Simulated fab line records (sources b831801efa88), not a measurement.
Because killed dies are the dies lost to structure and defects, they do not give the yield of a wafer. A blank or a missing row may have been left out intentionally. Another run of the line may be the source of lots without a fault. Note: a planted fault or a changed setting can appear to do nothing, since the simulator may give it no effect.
fab line records	flow sky130
[record] lots = 7	wafers = 21	last-day = 50
route steps=708 shown SONOS_TUNNEL@158 SONOS_ONO@168 PAD_OPEN@708
lots with no fault: from the same line, run without faults
start-h: hours from the record's first day to the start of the lot's first wafer shown	wait-h: hours from the lot's prior step to this one	" the same as in the row above	L1.1+2: a single row standing in for several wafers	- no value, or no start given	* or withheld: withheld	< > ~ a bound
route shown NAME@n: names a module that has steps shown in the file, with the first one's number in the route	usual: mean/standard deviation taken from wafers without a fault	same: alike in all rows	chamber/n: place in a boat	sites: each site's reading	_std_site: the standard deviation of these	_edge_site: inner sites' mean taken away from outer sites' mean	radius-mm: for every site, how far away it sits from the centre of the wafer	mask NAME#n: copy n	behind: the tool/chamber that last shaped the wafer	hold: reason for holding the lot/hours on hold/outcome of the hold	device: which transistor (n, p or np) failed to switch	end of line: the tests these same wafers got at the end of their route	a step given without rows: its recipe and nothing more	killed: dies that structure and defects cost at the first sort, which is not the same as the wafer's yield	map: a wafer's dies, x killed, . not, _ none there
set.NAME: the setting as run; set.NAME@STEP: as run at that earlier step	model.NAME: the simulator's own value behind a step, which no gauge read
lots at some steps of the route; a table a step, a row a wafer
services: the hour from which a tool's chamber was out of use, counted from the record's first day as start-h (under 0 if before that day), plus the number of hours and why
[[steps]]
[step SKY_SONOS_TUNNEL_EXPOSE_04]
[recipe] mask-id = TUNM	na = 0.6	source-shape = conventional	sigma-outer = 0.6	polarization = unpolarized	target-cd-nm = 410	dose-mj = 136
[step SKY_SONOS_TUNNEL_PEB_05]
[recipe] temp-c = withheld	time-s = *	resist = NOVOLAK
[step SKY_SONOS_TUNNEL_DEVELOP_06]
[recipe] resist = NOVOLAK	developer = TMAH	develop-time-s = 60	dev-temp-c = 23
[step SKY_SONOS_TUNNEL_CD_MEAS_07]
[recipe] target-cd-nm = 410
[usual] cd-nm = 410.3/2
lot.wafer	tool	chamber	start-h	wait-h	cd-nm
L714.1	cd-sem-02	-	246.46	0.1	413.4
L714.2	"	-	"	"	411.6
L714.4	"	-	"	"	410.6
L716.3	cd-sem-02	-	272.40	0.1	413.2
L716.4	"	-	"	"	414.7
L716.5	"	-	"	"	413.3
L721.2	cd-sem-02	-	307.46	0.1	412.7
L721.3	"	-	"	"	412.1
L721.5	"	-	"	"	411.0
L729.1	cd-sem-01	-	366.26	0.1	410.6
L729.4	"	-	"	"	409.0
L729.6	"	-	"	"	410.2
L733.1	cd-sem-01	-	398.19	0.1	413.8
L733.2	"	-	"	"	413.1
L733.6	"	-	"	"	413.5
L734.1	cd-sem-01	-	408.34	0.1	408.1
L734.2	"	-	"	"	412.1
L734.6	"	-	"	"	410.0
L735.3	cd-sem-01	-	411.93	0.1	408.9
L735.4	"	-	"	"	406.9
L735.6	"	-	"	"	405.9
[step SKY_SONOS_TUNNEL_OVL_MEAS_08]
[usual] SONOS_TUNNEL_OVL = 0.2/1.4
lot.wafer	tool	chamber	start-h	wait-h	SONOS_TUNNEL_OVL[nm]
L714.1	overlay-02	-	246.58	0.1	3.4
L714.2	"	-	"	"	3.6
L714.4	"	-	"	"	2.8
L716.3	overlay-01	-	272.50	0.1	0.6
L716.4	"	-	"	"	1.4
L716.5	"	-	"	"	2.0
L721.2	overlay-01	-	307.57	0.1	0.6
L721.3	"	-	"	"	0.6
L721.5	"	-	"	"	-1.5
L729.1	overlay-02	-	366.38	0.1	-2.0
L729.4	"	-	"	"	-1.1
L729.6	"	-	"	"	-0.7
L733.1	overlay-01	-	398.31	0.1	0.2
L733.2	"	-	"	"	-0.3
L733.6	"	-	"	"	-0.6
L734.1	overlay-01	-	408.46	0.1	1.0
L734.2	"	-	"	"	1.8
L734.6	"	-	"	"	2.5
L735.3	overlay-01	-	412.03	0.1	-2.1
L735.4	"	-	"	"	-1.2
L735.6	"	-	"	"	-2.6
[step SKY_SONOS_TUNNEL_IMPLANT_09]
[recipe] species = B	energy-kev = 20	dose-cm2 = 1e+12	tilt-deg = withheld
[step SKY_SONOS_TUNNEL_WET_ETCH_10]
[recipe] chemistry = dHF	target-depth-nm = 14	target = SiO2	dilution = 100:1	temp-c = 25	time-s = 280
[step SKY_SONOS_TUNNEL_STRIP_11]
[recipe] chemistry = SPM	time-s = 600	temp-c = 130
[step SKY_SONOS_TUNNEL_TW_MEAS_12]
[usual] SONOS_TUNNEL_TW = 198.3/1.1
lot.wafer	tool	chamber	start-h	wait-h	SONOS_TUNNEL_TW
L714.1	film-metro-03	-	247.03	0.0	197.1
L714.2	"	-	"	"	197.9
L714.4	"	-	"	"	197.0
L716.3	film-metro-03	-	272.95	0.0	197.8
L716.4	"	-	"	"	196.2
L716.5	"	-	"	"	197.8
L721.2	film-metro-02	-	308.02	0.0	199.6
L721.3	"	-	"	"	198.8
L721.5	"	-	"	"	198.9
L729.1	film-metro-02	-	366.85	0.0	199.3
L729.4	"	-	"	"	199.4
L729.6	"	-	"	"	200.2
L733.1	film-metro-03	-	398.76	0.0	200.0
L733.2	"	-	"	"	198.6
L733.6	"	-	"	"	198.6
L734.1	film-metro-03	-	408.91	0.0	198.3
L734.2	"	-	"	"	197.7
L734.6	"	-	"	"	197.7
L735.3	film-metro-02	-	412.48	0.0	198.8
L735.4	"	-	"	"	199.0
L735.6	"	-	"	"	198.6
[step SKY_SONOS_TUNNEL_CLEAN_13]
[recipe] chemistry = dHF	time-s = 20	dilution = 100:1	dry = ipa-marangoni
[step SKY_SONOS_ONO_OXIDATION_00]
[recipe] temp-c = 800	ambient = O2	idle-temp-c = 700	ramp-up-c-per-min = 10	ramp-down-c-per-min = 3	stabilise-s = 600	purge-s = 300	target-thk-a = 26	ox-time-s = 1249
[step SKY_SONOS_ONO_THK_MEAS_01]
[recipe] reads = SiO2_of_SONOS_ONO_OXIDATION_00
[usual] SONOS_ONO_OXIDATION_THK = 2.60/0.052
lot.wafer	tool	chamber	start-h	wait-h	SONOS_ONO_OXIDATION_THK[nm]
L714.1	film-metro-01	-	248.49	0.0	2.53
L714.2	"	-	"	"	2.57
L714.4	"	-	"	"	2.55
L716.3	film-metro-03	-	274.53	0.0	2.64
L716.4	"	-	"	"	2.52
L716.5	"	-	"	"	2.65
L721.2	film-metro-01	-	311.58	0.1	2.66
L721.3	"	-	"	"	2.66
L721.5	"	-	"	"	2.64
L729.1	film-metro-03	-	368.27	0.0	2.49
L729.4	"	-	"	"	2.56
L729.6	"	-	"	"	2.53
L733.1	film-metro-03	-	400.18	0.0	2.60
L733.2	"	-	"	"	2.67
L733.6	"	-	"	"	2.55
L734.1	film-metro-01	-	410.33	0.0	2.48
L734.2	"	-	"	"	2.49
L734.6	"	-	"	"	2.54
L735.3	film-metro-03	-	413.90	0.0	2.64
L735.4	"	-	"	"	2.60
L735.6	"	-	"	"	2.58
[step SKY_SONOS_ONO_CVD_02]
[recipe] material = Si3N4	precursor = DCS/NH3	target-thk-nm = 10.5	temp-c = 770	time-s = 180	pressure-mtorr = 250
[usual] spike-tc-centre-C = 770.5/1.4	spike-tc-lower-C = 770.5/1.3	spike-tc-upper-C = 769.6/1	zone-power-lower-pct = 14.2/0.79	zone-power-top-pct = 24.3/0.31	zone-power-upper-pct = 13.58/0.29
lot.wafer	tool	chamber	start-h	wait-h	spike-tc-centre-C	spike-tc-lower-C	spike-tc-upper-C	zone-power-lower-pct	zone-power-top-pct	zone-power-upper-pct	model.Si3N4_of_SONOS_ONO_CVD_02.thk-nm
L714.1	lpcvd-02	1	248.96	0.5	771.4	770.0	769.5	15.0	24.4	13.65	10.36
L714.2	"	1	"	"	770.6	770.9	770.0	15.2	24.4	13.93	10.5
L714.4	"	1	"	"	770.5	771.4	769.3	14.7	24.2	13.83	10.43
L716.3	lpcvd-02	0	274.57	0.0	770.5	769.4	767.2	13.5	24.1	13.61	10.4
L716.4	"	0	"	"	770.9	770.9	770.0	13.8	24.5	13.20	10.3
L716.5	"	0	"	"	768.6	770.1	769.3	13.4	24.3	13.22	10.53
L721.2	lpcvd-02	1	313.30	1.7	770.1	770.4	770.7	14.9	24.1	13.95	10.43
L721.3	"	1	"	"	772.9	772.5	768.9	15.1	24.6	14.04	10.41
L721.5	"	1	"	"	770.7	772.0	769.3	14.9	24.6	14.00	10.45
L729.1	lpcvd-02	0	368.49	0.2	770.3	769.1	770.5	13.4	24.0	13.36	10.57
L729.4	"	0	"	"	769.3	770.6	768.2	13.5	24.3	13.34	10.57
L729.6	"	0	"	"	769.5	770.0	770.4	13.6	24.0	13.39	10.69
L733.1	lpcvd-02	0	400.82	0.6	768.1	767.9	770.6	13.5	24.1	13.14	11.5
L733.2	"	0	"	"	770.1	769.7	770.8	13.4	24.1	13.21	11.52
L733.6	"	0	"	"	770.7	768.0	768.9	13.5	24.2	13.68	11.44
L734.1	lpcvd-02	0	410.39	0.1	768.2	769.7	771.4	13.5	23.8	13.28	11.55
L734.2	"	0	"	"	770.1	768.6	769.7	13.3	24.1	13.21	11.42
L734.6	"	0	"	"	768.4	769.9	769.0	13.5	23.9	13.28	11.45
L735.3	lpcvd-02	0	415.29	1.4	768.5	770.8	768.8	13.5	24.1	12.98	11.3
L735.4	"	0	"	"	768.5	768.1	772.4	13.5	24.3	13.33	11.19
L735.6	"	0	"	"	770.0	770.2	769.7	13.7	23.9	13.18	11.36
[step SKY_SONOS_ONO_THK_MEAS_03]
[recipe] reads = Si3N4_of_SONOS_ONO_CVD_02
[usual] SONOS_ONO_CVD_02_THK = 10.42/0.13
lot.wafer	tool	chamber	start-h	wait-h	SONOS_ONO_CVD_02_THK[nm]
L714.1	film-metro-01	-	250.06	0.1	10.36
L714.2	"	-	"	"	10.53
L714.4	"	-	"	"	10.44
L716.3	film-metro-03	-	275.64	0.0	10.39
L716.4	"	-	"	"	10.29
L716.5	"	-	"	"	10.52
L721.2	film-metro-01	-	314.46	0.1	10.42
L721.3	"	-	"	"	10.41
L721.5	"	-	"	"	10.42
L729.1	film-metro-01	-	369.54	0.0	10.53
L729.4	"	-	"	"	10.58
L729.6	"	-	"	"	10.71
L733.1	film-metro-01	-	401.87	0.0	11.46
L733.2	"	-	"	"	11.58
L733.6	"	-	"	"	11.43
L734.1	film-metro-01	-	411.44	0.0	11.57
L734.2	"	-	"	"	11.37
L734.6	"	-	"	"	11.43
L735.3	film-metro-01	-	416.92	0.1	11.26
L735.4	"	-	"	"	11.18
L735.6	"	-	"	"	11.35
[step SKY_SONOS_ONO_CVD_04]
[recipe] material = SiO2	precursor = SiH4/N2O	target-thk-nm = 5.7199	temp-c = 900	pressure-mtorr = 400
[step SKY_PAD_OPEN_PROBE_99]
[usual] killed_at_M0_to_M3 = 44/7.1	killed_at_M4_up = 3.5/2	killed-at-contacts = 24/5.3	killed-at-front-end = 15/4.8	killed-at-other = 0.1/0.35	killed-dies = 86/9.3	killed-open = 47/7.8	killed-short = 39/5.9
[same] gross-dies = 492	killed-at-back-side = 0
lot.wafer	tool	chamber	start-h	wait-h	killed_at_M0_to_M3	killed_at_M4_up	killed-at-contacts	killed-at-front-end	killed-at-other	killed-dies	killed-open	killed-short	model.etest.sonos-erased.drive-ua-um	model.etest.cap-ono.gate-log10-a-cm2	model.etest.cap-ono.gate-bv-v	model.etest.cap-ono.tox-acc-nm	model.etest.sonos-programmed.vt-v	model.etest.sonos-erased.vt-v	model.etest.sonos-baked.vt-v	model.etest.sonos-baked.vt-less-v
L714.1	prober-01	-	1073.63	0.1	36	6	26	20	0	88	51	37	190.7	-7.686	16.02	12.7	1.563	-2.372	1.01	-0.5528
L714.2	prober-01	-	1073.68	0.1	40	3	24	15	0	82	45	37	164	-7.885	16.11	12.81	1.449	-2.29	0.9973	-0.4521
L714.4	prober-01	-	1073.78	0.2	38	4	29	22	0	93	58	35	198.1	-7.722	16.23	12.72	1.558	-2.355	0.9861	-0.5718
L716.3	prober-01	-	1092.54	0.2	46	2	21	13	0	82	44	38	207.8	-7.522	15.75	12.58	1.641	-2.38	1.095	-0.5465
L716.4	prober-01	-	1092.59	0.2	43	2	20	11	0	76	47	29	188.4	-7.342	16.03	12.4	1.656	-2.41	1.127	-0.5298
L716.5	prober-01	-	1092.64	0.2	36	1	21	10	0	68	34	34	228.1	-7.557	16.52	12.59	1.555	-2.397	1.058	-0.4975
L721.2	prober-01	-	1122.88	0.1	53	7	15	12	1	88	48	40	203.1	-7.945	16.68	12.91	1.421	-2.287	0.9524	-0.4687
L721.3	prober-01	-	1122.93	0.2	35	5	32	14	0	86	47	39	170.1	-7.941	16.69	12.85	1.5	-2.27	0.9327	-0.5672
L721.5	prober-01	-	1123.03	0.2	57	0	24	17	0	98	62	36	203.3	-7.979	16.55	12.94	1.437	-2.26	0.931	-0.506
L729.1	prober-01	-	1162.54	0.1	52	2	28	23	0	105	60	45	177.9	-7.83	16.38	12.81	1.472	-2.332	0.9569	-0.5152
L729.4	prober-01	-	1162.69	0.2	38	3	28	18	1	88	45	43	171.3	-8.095	16.96	12.97	1.349	-2.278	0.9258	-0.4234
L729.6	prober-01	-	1162.79	0.2	56	2	20	14	0	92	50	42	167.7	-8.039	16.29	12.97	1.462	-2.254	0.9083	-0.5535
L733.1	prober-01	-	1179.76	0.1	62	3	26	19	0	110	67	43	156.6	-8.504	17.02	13.35	1.208	-2.035	0.8132	-0.3944
L733.2	prober-01	-	1179.81	0.1	43	0	22	13	0	78	43	35	167.3	-8.56	16.77	13.39	1.148	-2.046	0.7897	-0.358
L733.6	prober-01	-	1180.01	0.2	51	3	33	10	0	97	52	45	184.5	-8.513	16.98	13.39	1.17	-2.099	0.8026	-0.3676
L734.1	prober-02	-	1182.67	0.1	55	7	25	16	0	103	60	43	175	-8.476	17.19	13.32	1.173	-2.107	0.7777	-0.3958
L734.2	prober-02	-	1182.72	0.1	44	5	25	16	0	90	41	49	189	-8.406	16.82	13.23	1.26	-2.158	0.8371	-0.4233
L734.6	prober-02	-	1182.92	0.2	32	7	12	24	0	75	33	42	174.6	-8.481	17.07	13.33	1.226	-2.123	0.7741	-0.4517
L735.3	prober-02	-	1190.10	0.2	43	4	22	19	0	88	48	40	157.1	-8.461	17.17	13.33	1.239	-2.047	0.8282	-0.4111
L735.4	prober-02	-	1190.15	0.2	50	4	23	16	0	93	43	50	200.6	-8.367	16.48	13.24	1.34	-2.171	0.8666	-0.473
L735.6	prober-02	-	1190.25	0.2	52	3	35	24	0	114	63	51	173.2	-8.389	16.7	13.26	1.32	-2.111	0.8406	-0.4791
// killed by level:class
L714.1 VIA1:geometric-particle:open=10 VIA3:geometric-particle:open=9 CONTACT:geometric-particle:open=8 POLY_GATE:geometric-particle:open=6 LI_CONTACT:geometric-particle:open=6 CONTACT:geometric-particle:short=6 FIELD_ISO:geometric-particle:short=5 LOCAL_INTERCONNECT:geometric-particle:short=4
L714.2 VIA1:geometric-particle:open=9 CONTACT:geometric-particle:open=8 VIA3:geometric-particle:open=7 POLY_GATE:geometric-particle:short=6 METAL1:geometric-particle:short=6 LI_CONTACT:geometric-particle:open=5 FIELD_ISO:geometric-particle:open=4 LOCAL_INTERCONNECT:geometric-particle:short=4
L714.4 CONTACT:geometric-particle:open=11 VIA3:geometric-particle:open=9 METAL2:geometric-particle:short=8 VIA1:geometric-particle:open=8 LI_CONTACT:geometric-particle:open=7 FIELD_ISO:geometric-particle:short=6 VIA2:geometric-particle:open=6 LI_CONTACT:geometric-particle:short=5
L716.3 CONTACT:geometric-particle:open=9 VIA1:geometric-particle:open=9 VIA3:geometric-particle:short=8 VIA3:geometric-particle:open=7 LI_CONTACT:geometric-particle:open=6 METAL1:geometric-particle:short=6 METAL2:geometric-particle:short=5 VIA2:geometric-particle:open=4
L716.4 CONTACT:geometric-particle:open=11 VIA1:geometric-particle:open=10 VIA1:geometric-particle:short=8 VIA2:geometric-particle:open=7 LI_CONTACT:geometric-particle:open=5 VIA3:geometric-particle:open=5 FIELD_ISO:geometric-particle:short=3 POLY_GATE:geometric-particle:open=3
L716.5 CONTACT:geometric-particle:open=7 VIA1:geometric-particle:short=7 VIA1:geometric-particle:open=7 VIA3:geometric-particle:open=7 LI_CONTACT:geometric-particle:open=5 METAL1:geometric-particle:short=5 LI_CONTACT:geometric-particle:short=4 CONTACT:geometric-particle:short=4
L721.2 VIA1:geometric-particle:open=15 VIA3:geometric-particle:open=8 FIELD_ISO:geometric-particle:short=7 VIA1:geometric-particle:short=7 METAL4:geometric-particle:short=6 LI_CONTACT:geometric-particle:open=5 METAL1:geometric-particle:short=5 CONTACT:geometric-particle:open=5
L721.3 CONTACT:geometric-particle:open=12 VIA1:geometric-particle:open=11 METAL1:geometric-particle:short=8 LI_CONTACT:geometric-particle:open=7 LOCAL_INTERCONNECT:geometric-particle:short=6 VIA1:geometric-particle:short=6 FIELD_ISO:geometric-particle:open=5 CONTACT:geometric-particle:short=5
L721.5 VIA1:geometric-particle:open=17 VIA2:geometric-particle:open=12 CONTACT:geometric-particle:open=11 VIA3:geometric-particle:open=9 METAL1:geometric-particle:short=7 POLY_GATE:geometric-particle:short=6 LI_CONTACT:geometric-particle:open=6 FIELD_ISO:geometric-particle:short=5
L729.1 VIA1:geometric-particle:open=12 METAL2:geometric-particle:short=11 VIA3:geometric-particle:open=10 CONTACT:geometric-particle:open=9 LI_CONTACT:geometric-particle:open=8 FIELD_ISO:geometric-particle:open=7 POLY_GATE:geometric-particle:open=7 CONTACT:geometric-particle:short=5
L729.4 LI_CONTACT:geometric-particle:open=10 CONTACT:geometric-particle:open=8 VIA1:geometric-particle:open=8 METAL1:geometric-particle:short=6 VIA2:geometric-particle:open=6 POLY_GATE:geometric-particle:short=5 VIA1:geometric-particle:short=5 CONTACT:geometric-particle:short=4
L729.6 VIA1:geometric-particle:open=13 METAL2:geometric-particle:short=10 VIA2:geometric-particle:open=8 METAL1:geometric-particle:short=7 VIA1:geometric-particle:short=6 CONTACT:geometric-particle:open=6 LI_CONTACT:geometric-particle:open=5 VIA3:geometric-particle:open=5
L733.1 VIA1:geometric-particle:open=15 CONTACT:geometric-particle:open=12 VIA2:geometric-particle:open=11 VIA3:geometric-particle:open=8 VIA1:geometric-particle:short=7 LOCAL_INTERCONNECT:geometric-particle:short=6 LI_CONTACT:geometric-particle:open=5 METAL2:geometric-particle:short=5
L733.2 VIA1:geometric-particle:open=13 CONTACT:geometric-particle:open=11 METAL2:geometric-particle:short=7 FIELD_ISO:geometric-particle:short=5 VIA2:geometric-particle:open=4 FIELD_ISO:geometric-particle:open=3 LOCAL_INTERCONNECT:geometric-particle:short=3 CONTACT:geometric-particle:short=3
L733.6 VIA1:geometric-particle:open=11 CONTACT:geometric-particle:short=10 CONTACT:geometric-particle:open=8 LI_CONTACT:geometric-particle:open=7 VIA1:geometric-particle:short=7 VIA2:geometric-particle:open=7 METAL2:geometric-particle:short=6 POLY_GATE:geometric-particle:open=5
L734.1 VIA1:geometric-particle:open=14 CONTACT:geometric-particle:open=12 METAL1:geometric-particle:short=6 VIA2:geometric-particle:open=6 VIA3:geometric-particle:open=6 LI_CONTACT:geometric-particle:open=5 VIA1:geometric-particle:short=5 METAL3:geometric-particle:short=5
L734.2 METAL2:geometric-particle:short=10 LI_CONTACT:geometric-particle:open=9 METAL1:geometric-particle:short=6 CONTACT:geometric-particle:open=6 VIA1:geometric-particle:open=6 LOCAL_INTERCONNECT:geometric-particle:short=5 VIA2:geometric-particle:short=5 VIA3:geometric-particle:open=5
L734.6 FIELD_ISO:geometric-particle:open=8 VIA1:geometric-particle:open=7 FIELD_ISO:geometric-particle:short=6 METAL4:geometric-particle:short=6 METAL1:geometric-particle:short=5 METAL2:geometric-particle:short=5 POLY_GATE:geometric-particle:open=4 LI_CONTACT:geometric-particle:open=3
L735.3 VIA1:geometric-particle:open=11 VIA2:geometric-particle:open=9 METAL2:geometric-particle:short=7 CONTACT:geometric-particle:open=7 FIELD_ISO:geometric-particle:short=5 LI_CONTACT:geometric-particle:open=5 VIA2:geometric-particle:short=5 FIELD_ISO:geometric-particle:open=4
L735.4 VIA1:geometric-particle:open=13 VIA1:geometric-particle:short=9 CONTACT:geometric-particle:open=8 POLY_GATE:geometric-particle:short=7 LI_CONTACT:geometric-particle:open=7 METAL1:geometric-particle:short=7 CONTACT:geometric-particle:short=6 METAL3:geometric-particle:short=5
L735.6 VIA1:geometric-particle:open=17 CONTACT:geometric-particle:open=9 LI_CONTACT:geometric-particle:open=9 VIA2:geometric-particle:open=9 METAL2:geometric-particle:short=8 CONTACT:geometric-particle:short=8 LOCAL_INTERCONNECT:geometric-particle:short=7 POLY_GATE:geometric-particle:short=5
[[services]]
tool	chamber	start-h	hours	kind
lpcvd-02	-	333.63	6.0	pm
[[key]]
[first-sign] step = SKY_SONOS_ONO_THK_MEAS_03	reading = SONOS_ONO_CVD_02_THK	direction = up	sigmas = 7.4	usual = 10.42	struck = 11.40
effect none on later readings
[model-effect] step = SKY_SONOS_ONO_CVD_02	value = Si3N4_of_SONOS_ONO_CVD_02.thk-nm	without = 10.35	struck = 11.42
[model-effect] step = SKY_PAD_OPEN_PROBE_99	value = etest.sonos-erased.drive-ua-um	without = 206.2	struck = 175.3
met-at SKY_SONOS_ONO_CVD_02
struck-wafers L733.1,L733.2,L733.6,L734.1,L734.2,L734.6,L735.3,L735.4,L735.6
tester-left-out L733,L734,L735
onset-between 368.49 400.82
also-fits time
[fault] kind = process-parameter-drift	tool = lpcvd-02	chamber = -	onset-h = 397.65	steps = SKY_SONOS_ONO_CVD_02	channel = target-thk-nm	offset = 1.0633	shape = step	end-h = 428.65	acts-in = these-recipes-only	stated = 10.5
// tester-left-out: of these lots the tester's yield and bins aren't shown, on N5 and GAA mostly nor the transistor test; their killed dies are dies lost to structure and defects alone, not to doping, threshold or leakage, so they don't give the yield
